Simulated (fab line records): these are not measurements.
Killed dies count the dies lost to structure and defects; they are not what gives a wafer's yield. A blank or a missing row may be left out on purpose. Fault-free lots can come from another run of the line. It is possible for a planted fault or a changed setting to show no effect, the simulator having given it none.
fab line records || flow sfq-line
[record] {"lots": 12, "wafers": 36, "last-day": 79}
route steps=325 shown I0@50 M5@206
lots that met no fault: taken from a fault-free run of the same line
start-h: hours from the record's first day to the start of the lot's first wafer shown || wait-h: hours elapsed since this lot's preceding step || " as in the row above || L1.1+2: one row covering several wafers at once || - no value present, or no start provided || * or withheld: withheld || < > ~ a bound
route shown NAME@n: NAME is a module with steps in the file, n the number in the route of the first one || usual: the fault-free wafers' mean and standard deviation || same: alike in all rows || chamber/n: place in a boat || sites: the reading at each site || _std_site: their standard deviation || _edge_site: mean of outer sites minus mean of inner sites || radius-mm: how far each site lies from the wafer's centre || mask NAME#n: copy n || behind: the most recent tool/chamber to have shaped the wafer || hold: reason for holding the lot/hours on hold/outcome of the hold || device: the n, p or np transistor that did not switch || end of line: tests run on the same wafers once the route is complete || for a step that has no rows: nothing shown but its recipe || killed: dies that structure and defects cost at the first sort, which is not the same as the wafer's yield || map: per-die view of a wafer (x killed, . not killed, _ where there is no die)
set.NAME: the setting the step ran with; set.NAME@STEP: the setting that earlier step ran with || model.NAME: the simulator's own value behind a step, which no gauge read
one table for each step of the route and one row for each wafer, over a sample of lots
services: the hour from which a tool's chamber was out of use, counted from the record's first day as start-h (under 0 if before that day), plus the number of hours and why
[[steps]]
[step SFQ_TRILAYER_I0_VIA_LITHO_EXPOSE_032]
[recipe] {"mask-id": "I0", "na": 0.6, "source-shape": "conventional", "sigma-outer": 0.65, "target-cd-nm": 500, "dose-mj": 21.3}
{"lot.wafer": "L402.1+4+6", "tool": "krf-scanner-02", "chamber": 0, "start-h": 355.58, "wait-h": "-", "mask": "I0#0"}
{"lot.wafer": "L403.1+2+4", "tool": "krf-scanner-02", "chamber": 0, "start-h": 359.18, "wait-h": "-", "mask": "I0#0"}
{"lot.wafer": "L404.1+3+4", "tool": "krf-scanner-02", "chamber": 0, "start-h": 366.38, "wait-h": "-", "mask": "I0#0"}
{"lot.wafer": "L405.3+4+5", "tool": "krf-scanner-01", "chamber": 0, "start-h": 375.69, "wait-h": "-", "mask": "I0#0"}
{"lot.wafer": "L406.4+5+6", "tool": "krf-scanner-02", "chamber": 0, "start-h": 397.20, "wait-h": "-", "mask": "I0#0"}
{"lot.wafer": "L407.2+3+5", "tool": "krf-scanner-02", "chamber": 0, "start-h": 411.20, "wait-h": "-", "mask": "I0#0"}
{"lot.wafer": "L408.3+4+6", "tool": "krf-scanner-02", "chamber": 0, "start-h": 429.40, "wait-h": "-", "mask": "I0#0"}
{"lot.wafer": "L409.1+3+5", "tool": "krf-scanner-02", "chamber": 0, "start-h": 435.00, "wait-h": "-", "mask": "I0#0"}
{"lot.wafer": "L410.2+3+6", "tool": "krf-scanner-02", "chamber": 0, "start-h": 441.20, "wait-h": "-", "mask": "I0#0"}
{"lot.wafer": "L412.2+4+6", "tool": "krf-scanner-01", "chamber": 0, "start-h": 456.93, "wait-h": "-", "mask": "I0#0"}
{"lot.wafer": "L414.3+5+6", "tool": "krf-scanner-01", "chamber": 0, "start-h": 481.05, "wait-h": "-", "mask": "I0#0"}
{"lot.wafer": "L417.1+4+6", "tool": "krf-scanner-01", "chamber": 0, "start-h": 504.65, "wait-h": "-", "mask": "I0#0"}
[step SFQ_I0_OVL_MEAS_908]
[usual] {"I0_OVL": "-3/4.9"}
{"lot.wafer": "L402.1", "tool": "overlay-02", "chamber": "-", "start-h": 357.08, "wait-h": 0.1, "I0_OVL[nm]": -6}
{"lot.wafer": "L402.4", "tool": "overlay-02", "chamber": "-", "start-h": 357.08, "wait-h": 0.1, "I0_OVL[nm]": -12}
{"lot.wafer": "L402.6", "tool": "overlay-02", "chamber": "-", "start-h": 357.08, "wait-h": 0.1, "I0_OVL[nm]": -11}
{"lot.wafer": "L403.1", "tool": "overlay-01", "chamber": "-", "start-h": 360.68, "wait-h": 0.1, "I0_OVL[nm]": -3}
{"lot.wafer": "L403.2", "tool": "overlay-01", "chamber": "-", "start-h": 360.68, "wait-h": 0.1, "I0_OVL[nm]": -5}
{"lot.wafer": "L403.4", "tool": "overlay-01", "chamber": "-", "start-h": 360.68, "wait-h": 0.1, "I0_OVL[nm]": -7}
{"lot.wafer": "L404.1", "tool": "overlay-02", "chamber": "-", "start-h": 367.88, "wait-h": 0.1, "I0_OVL[nm]": 1}
{"lot.wafer": "L404.3", "tool": "overlay-02", "chamber": "-", "start-h": 367.88, "wait-h": 0.1, "I0_OVL[nm]": -2}
{"lot.wafer": "L404.4", "tool": "overlay-02", "chamber": "-", "start-h": 367.88, "wait-h": 0.1, "I0_OVL[nm]": 0}
{"lot.wafer": "L405.3", "tool": "overlay-02", "chamber": "-", "start-h": 376.80, "wait-h": 0.1, "I0_OVL[nm]": -2}
{"lot.wafer": "L405.4", "tool": "overlay-02", "chamber": "-", "start-h": 376.80, "wait-h": 0.1, "I0_OVL[nm]": -1}
{"lot.wafer": "L405.5", "tool": "overlay-02", "chamber": "-", "start-h": 376.80, "wait-h": 0.1, "I0_OVL[nm]": -6}
{"lot.wafer": "L406.4", "tool": "overlay-02", "chamber": "-", "start-h": 398.12, "wait-h": 0.1, "I0_OVL[nm]": -5}
{"lot.wafer": "L406.5", "tool": "overlay-02", "chamber": "-", "start-h": 398.12, "wait-h": 0.1, "I0_OVL[nm]": -5}
{"lot.wafer": "L406.6", "tool": "overlay-02", "chamber": "-", "start-h": 398.12, "wait-h": 0.1, "I0_OVL[nm]": -8}
{"lot.wafer": "L407.2", "tool": "overlay-01", "chamber": "-", "start-h": 412.51, "wait-h": 0.1, "I0_OVL[nm]": -9}
{"lot.wafer": "L407.3", "tool": "overlay-01", "chamber": "-", "start-h": 412.51, "wait-h": 0.1, "I0_OVL[nm]": -2}
{"lot.wafer": "L407.5", "tool": "overlay-01", "chamber": "-", "start-h": 412.51, "wait-h": 0.1, "I0_OVL[nm]": -2}
{"lot.wafer": "L408.3", "tool": "overlay-02", "chamber": "-", "start-h": 430.51, "wait-h": 0.1, "I0_OVL[nm]": 58}
{"lot.wafer": "L408.4", "tool": "overlay-02", "chamber": "-", "start-h": 430.51, "wait-h": 0.1, "I0_OVL[nm]": 66}
{"lot.wafer": "L408.6", "tool": "overlay-02", "chamber": "-", "start-h": 430.51, "wait-h": 0.1, "I0_OVL[nm]": 59}
{"lot.wafer": "L409.1", "tool": "overlay-01", "chamber": "-", "start-h": 436.50, "wait-h": 0.1, "I0_OVL[nm]": 63}
{"lot.wafer": "L409.3", "tool": "overlay-01", "chamber": "-", "start-h": 436.50, "wait-h": 0.1, "I0_OVL[nm]": 65}
{"lot.wafer": "L409.5", "tool": "overlay-01", "chamber": "-", "start-h": 436.50, "wait-h": 0.1, "I0_OVL[nm]": 63}
{"lot.wafer": "L410.2", "tool": "overlay-02", "chamber": "-", "start-h": 442.51, "wait-h": 0.1, "I0_OVL[nm]": 64}
{"lot.wafer": "L410.3", "tool": "overlay-02", "chamber": "-", "start-h": 442.51, "wait-h": 0.1, "I0_OVL[nm]": 63}
{"lot.wafer": "L410.6", "tool": "overlay-02", "chamber": "-", "start-h": 442.51, "wait-h": 0.1, "I0_OVL[nm]": 61}
{"lot.wafer": "L412.2", "tool": "overlay-02", "chamber": "-", "start-h": 458.23, "wait-h": 0.1, "I0_OVL[nm]": 6}
{"lot.wafer": "L412.4", "tool": "overlay-02", "chamber": "-", "start-h": 458.23, "wait-h": 0.1, "I0_OVL[nm]": 5}
{"lot.wafer": "L412.6", "tool": "overlay-02", "chamber": "-", "start-h": 458.23, "wait-h": 0.1, "I0_OVL[nm]": 4}
{"lot.wafer": "L414.3", "tool": "overlay-02", "chamber": "-", "start-h": 482.16, "wait-h": 0.1, "I0_OVL[nm]": -10}
{"lot.wafer": "L414.5", "tool": "overlay-02", "chamber": "-", "start-h": 482.16, "wait-h": 0.1, "I0_OVL[nm]": -1}
{"lot.wafer": "L414.6", "tool": "overlay-02", "chamber": "-", "start-h": 482.16, "wait-h": 0.1, "I0_OVL[nm]": -1}
{"lot.wafer": "L417.1", "tool": "overlay-01", "chamber": "-", "start-h": 506.15, "wait-h": 0.1, "I0_OVL[nm]": 2}
{"lot.wafer": "L417.4", "tool": "overlay-01", "chamber": "-", "start-h": 506.15, "wait-h": 0.1, "I0_OVL[nm]": -5}
{"lot.wafer": "L417.6", "tool": "overlay-01", "chamber": "-", "start-h": 506.15, "wait-h": 0.1, "I0_OVL[nm]": -9}
[step SFQ_TRILAYER_M5_ETCH_METAL_ETCH_126]
[recipe] {"target": "Nb", "stop-on": "SiO2", "mask-material": "PR", "over-etch-frac": 0.15, "time-s": 203.2, "chemistry": "Cl2/BCl3", "target-depth-nm": 265, "icp-w": 600, "bias-w": 80, "pressure-mtorr": 10}
[usual] {"drypump-motor-current-A": "5.9/0.52", "oes-product-au": "0.726/0.0059"}
{"lot.wafer": "L402.1", "tool": "rie-metal-04", "chamber": 0, "start-h": 1169.69, "wait-h": 0.0, "drypump-motor-current-A": 6.2, "oes-product-au": 0.725, "rf-hours-counter-h": 104}
{"lot.wafer": "L402.4", "tool": "rie-metal-04", "chamber": 0, "start-h": 1169.69, "wait-h": 0.0, "drypump-motor-current-A": 6.2, "oes-product-au": 0.730, "rf-hours-counter-h": "-"}
{"lot.wafer": "L402.6", "tool": "rie-metal-04", "chamber": 0, "start-h": 1169.69, "wait-h": 0.0, "drypump-motor-current-A": 6.2, "oes-product-au": 0.726, "rf-hours-counter-h": "-"}
{"lot.wafer": "L403.1", "tool": "rie-metal-04", "chamber": 0, "start-h": 1171.02, "wait-h": 0.0, "drypump-motor-current-A": 6.2, "oes-product-au": 0.732, "rf-hours-counter-h": 104}
{"lot.wafer": "L403.2", "tool": "rie-metal-04", "chamber": 1, "start-h": 1171.02, "wait-h": 0.0, "drypump-motor-current-A": 5.0, "oes-product-au": 0.724, "rf-hours-counter-h": 68}
{"lot.wafer": "L403.4", "tool": "rie-metal-04", "chamber": 0, "start-h": 1171.02, "wait-h": 0.0, "drypump-motor-current-A": 6.2, "oes-product-au": 0.729, "rf-hours-counter-h": "-"}
{"lot.wafer": "L404.1", "tool": "rie-metal-03", "chamber": 1, "start-h": 1178.87, "wait-h": 0.0, "drypump-motor-current-A": 6.5, "oes-product-au": 0.728, "rf-hours-counter-h": 139}
{"lot.wafer": "L404.3", "tool": "rie-metal-03", "chamber": 1, "start-h": 1178.87, "wait-h": 0.0, "drypump-motor-current-A": 6.5, "oes-product-au": 0.727, "rf-hours-counter-h": "-"}
{"lot.wafer": "L404.4", "tool": "rie-metal-03", "chamber": 0, "start-h": 1178.87, "wait-h": 0.0, "drypump-motor-current-A": 6.3, "oes-product-au": 0.731, "rf-hours-counter-h": "-"}
{"lot.wafer": "L405.3", "tool": "rie-metal-03", "chamber": 1, "start-h": 1180.13, "wait-h": 0.1, "drypump-motor-current-A": 6.4, "oes-product-au": 0.724, "rf-hours-counter-h": "-"}
{"lot.wafer": "L405.4", "tool": "rie-metal-03", "chamber": 0, "start-h": 1180.13, "wait-h": 0.1, "drypump-motor-current-A": 6.3, "oes-product-au": 0.727, "rf-hours-counter-h": "-"}
{"lot.wafer": "L405.5", "tool": "rie-metal-03", "chamber": 1, "start-h": 1180.13, "wait-h": 0.1, "drypump-motor-current-A": 6.4, "oes-product-au": 0.727, "rf-hours-counter-h": "-"}
{"lot.wafer": "L406.4", "tool": "rie-metal-01", "chamber": 1, "start-h": 1305.21, "wait-h": 0.1, "drypump-motor-current-A": 6.1, "oes-product-au": 0.733, "rf-hours-counter-h": "-"}
{"lot.wafer": "L406.5", "tool": "rie-metal-01", "chamber": 0, "start-h": 1305.21, "wait-h": 0.1, "drypump-motor-current-A": 5.9, "oes-product-au": 0.725, "rf-hours-counter-h": "-"}
{"lot.wafer": "L406.6", "tool": "rie-metal-01", "chamber": 1, "start-h": 1305.21, "wait-h": 0.1, "drypump-motor-current-A": 6.1, "oes-product-au": 0.725, "rf-hours-counter-h": "-"}
{"lot.wafer": "L407.2", "tool": "rie-metal-01", "chamber": 0, "start-h": 1315.95, "wait-h": 0.0, "drypump-motor-current-A": 5.8, "oes-product-au": 0.724, "rf-hours-counter-h": 105}
{"lot.wafer": "L407.3", "tool": "rie-metal-01", "chamber": 1, "start-h": 1315.95, "wait-h": 0.0, "drypump-motor-current-A": 6.0, "oes-product-au": 0.723, "rf-hours-counter-h": "-"}
{"lot.wafer": "L407.5", "tool": "rie-metal-01", "chamber": 0, "start-h": 1315.95, "wait-h": 0.0, "drypump-motor-current-A": 5.9, "oes-product-au": 0.722, "rf-hours-counter-h": "-"}
{"lot.wafer": "L408.3", "tool": "rie-metal-04", "chamber": 1, "start-h": 1318.41, "wait-h": 0.1, "drypump-motor-current-A": 5.0, "oes-product-au": 0.720, "rf-hours-counter-h": "-"}
{"lot.wafer": "L408.4", "tool": "rie-metal-04", "chamber": 0, "start-h": 1318.41, "wait-h": 0.1, "drypump-motor-current-A": 6.2, "oes-product-au": 0.720, "rf-hours-counter-h": "-"}
{"lot.wafer": "L408.6", "tool": "rie-metal-04", "chamber": 1, "start-h": 1318.41, "wait-h": 0.1, "drypump-motor-current-A": 5.0, "oes-product-au": 0.731, "rf-hours-counter-h": "-"}
{"lot.wafer": "L409.1", "tool": "rie-metal-04", "chamber": 0, "start-h": 1322.07, "wait-h": 0.0, "drypump-motor-current-A": 6.2, "oes-product-au": 0.726, "rf-hours-counter-h": 123}
{"lot.wafer": "L409.3", "tool": "rie-metal-04", "chamber": 0, "start-h": 1322.07, "wait-h": 0.0, "drypump-motor-current-A": 6.3, "oes-product-au": 0.723, "rf-hours-counter-h": "-"}
{"lot.wafer": "L409.5", "tool": "rie-metal-04", "chamber": 1, "start-h": 1322.07, "wait-h": 0.0, "drypump-motor-current-A": 5.0, "oes-product-au": 0.718, "rf-hours-counter-h": "-"}
{"lot.wafer": "L410.2", "tool": "rie-metal-01", "chamber": 0, "start-h": 1339.00, "wait-h": 0.1, "drypump-motor-current-A": 5.9, "oes-product-au": 0.726, "rf-hours-counter-h": "-"}
{"lot.wafer": "L410.3", "tool": "rie-metal-01", "chamber": 0, "start-h": 1339.00, "wait-h": 0.1, "drypump-motor-current-A": 5.8, "oes-product-au": 0.731, "rf-hours-counter-h": "-"}
{"lot.wafer": "L410.6", "tool": "rie-metal-01", "chamber": 0, "start-h": 1339.00, "wait-h": 0.1, "drypump-motor-current-A": 5.9, "oes-product-au": 0.731, "rf-hours-counter-h": "-"}
{"lot.wafer": "L412.2", "tool": "rie-metal-01", "chamber": 1, "start-h": 1387.61, "wait-h": 0.0, "drypump-motor-current-A": 6.1, "oes-product-au": 0.736, "rf-hours-counter-h": 3}
{"lot.wafer": "L412.4", "tool": "rie-metal-01", "chamber": 1, "start-h": 1387.61, "wait-h": 0.0, "drypump-motor-current-A": 6.1, "oes-product-au": 0.737, "rf-hours-counter-h": "-"}
{"lot.wafer": "L412.6", "tool": "rie-metal-01", "chamber": 0, "start-h": 1387.61, "wait-h": 0.0, "drypump-motor-current-A": 5.9, "oes-product-au": 0.737, "rf-hours-counter-h": "-"}
{"lot.wafer": "L414.3", "tool": "rie-metal-03", "chamber": 1, "start-h": 1503.17, "wait-h": 0.1, "drypump-motor-current-A": 6.4, "oes-product-au": 0.724, "rf-hours-counter-h": "-"}
{"lot.wafer": "L414.5", "tool": "rie-metal-03", "chamber": 0, "start-h": 1503.17, "wait-h": 0.1, "drypump-motor-current-A": 6.3, "oes-product-au": 0.741, "rf-hours-counter-h": "-"}
{"lot.wafer": "L414.6", "tool": "rie-metal-03", "chamber": 1, "start-h": 1503.17, "wait-h": 0.1, "drypump-motor-current-A": 6.5, "oes-product-au": 0.730, "rf-hours-counter-h": "-"}
{"lot.wafer": "L417.1", "tool": "rie-metal-04", "chamber": 1, "start-h": 1528.98, "wait-h": 0.0, "drypump-motor-current-A": 5.1, "oes-product-au": 0.729, "rf-hours-counter-h": 121}
{"lot.wafer": "L417.4", "tool": "rie-metal-04", "chamber": 1, "start-h": 1528.98, "wait-h": 0.0, "drypump-motor-current-A": 5.0, "oes-product-au": 0.730, "rf-hours-counter-h": "-"}
{"lot.wafer": "L417.6", "tool": "rie-metal-04", "chamber": 1, "start-h": 1528.98, "wait-h": 0.0, "drypump-motor-current-A": 5.1, "oes-product-au": 0.737, "rf-hours-counter-h": "-"}
[[services]]
{"tool": "krf-scanner-02", "chamber": "-", "start-h": 370.54, "hours": 0.7, "kind": "repair"}
{"tool": "krf-scanner-02", "chamber": "-", "start-h": 448.20, "hours": 0.8, "kind": "pm"}
{"tool": "krf-scanner-02", "chamber": "-", "start-h": 458.68, "hours": 1.0, "kind": "pm"}
{"tool": "krf-scanner-02", "chamber": "-", "start-h": 459.68, "hours": 1.3, "kind": "pm"}
{"tool": "krf-scanner-02", "chamber": "-", "start-h": 476.40, "hours": 0.2, "kind": "repair"}
{"tool": "krf-scanner-02", "chamber": "-", "start-h": 497.02, "hours": 0.8, "kind": "pm"}
{"tool": "krf-scanner-02", "chamber": "-", "start-h": 588.78, "hours": 4.4, "kind": "pm"}
{"tool": "krf-scanner-02", "chamber": "-", "start-h": 617.78, "hours": 0.8, "kind": "pm"}
{"tool": "krf-scanner-02", "chamber": "-", "start-h": 620.19, "hours": 4.0, "kind": "pm"}
{"tool": "krf-scanner-02", "chamber": "-", "start-h": 627.68, "hours": 1.0, "kind": "pm"}
{"tool": "krf-scanner-02", "chamber": "-", "start-h": 634.80, "hours": 1.3, "kind": "pm"}
{"tool": "krf-scanner-02", "chamber": "-", "start-h": 686.43, "hours": 3.6, "kind": "pm"}
{"tool": "krf-scanner-02", "chamber": "-", "start-h": 785.42, "hours": 0.8, "kind": "pm"}
{"tool": "krf-scanner-02", "chamber": "-", "start-h": 796.97, "hours": 1.0, "kind": "pm"}
{"tool": "krf-scanner-02", "chamber": "-", "start-h": 811.95, "hours": 1.3, "kind": "pm"}
{"tool": "krf-scanner-02", "chamber": "-", "start-h": 887.12, "hours": 1.4, "kind": "repair"}
{"tool": "krf-scanner-02", "chamber": "-", "start-h": 901.84, "hours": 0.8, "kind": "repair"}
{"tool": "krf-scanner-02", "chamber": "-", "start-h": 909.38, "hours": 0.4, "kind": "repair"}
{"tool": "krf-scanner-02", "chamber": "-", "start-h": 966.60, "hours": 1.0, "kind": "pm"}
{"tool": "krf-scanner-02", "chamber": "-", "start-h": 982.80, "hours": 0.2, "kind": "repair"}
{"tool": "krf-scanner-02", "chamber": "-", "start-h": 987.22, "hours": 1.3, "kind": "pm"}
{"tool": "krf-scanner-02", "chamber": "-", "start-h": 1124.16, "hours": 0.8, "kind": "pm"}
{"tool": "krf-scanner-02", "chamber": "-", "start-h": 1135.71, "hours": 1.0, "kind": "pm"}
{"tool": "krf-scanner-02", "chamber": "-", "start-h": 1163.11, "hours": 1.3, "kind": "pm"}
[[key]]
[first-sign] {"step": "SFQ_I0_OVL_MEAS_908", "reading": "I0_OVL", "direction": "up", "sigmas": 13, "usual": -3, "struck": 62}
effect none on later readings
met-at SFQ_TRILAYER_I0_VIA_LITHO_EXPOSE_032
struck-lots L408,L409,L410
not-acting-at SFQ_TRILAYER_M5_ETCH_METAL_ETCH_126
onset-between 411.20 429.40
[fault] {"kind": "scanner-matching-overlay", "tool": "krf-scanner-02", "chamber": "-", "onset-h": 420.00, "steps": "SFQ_TRILAYER_I0_VIA_LITHO_EXPOSE_032", "offset": 66.593}
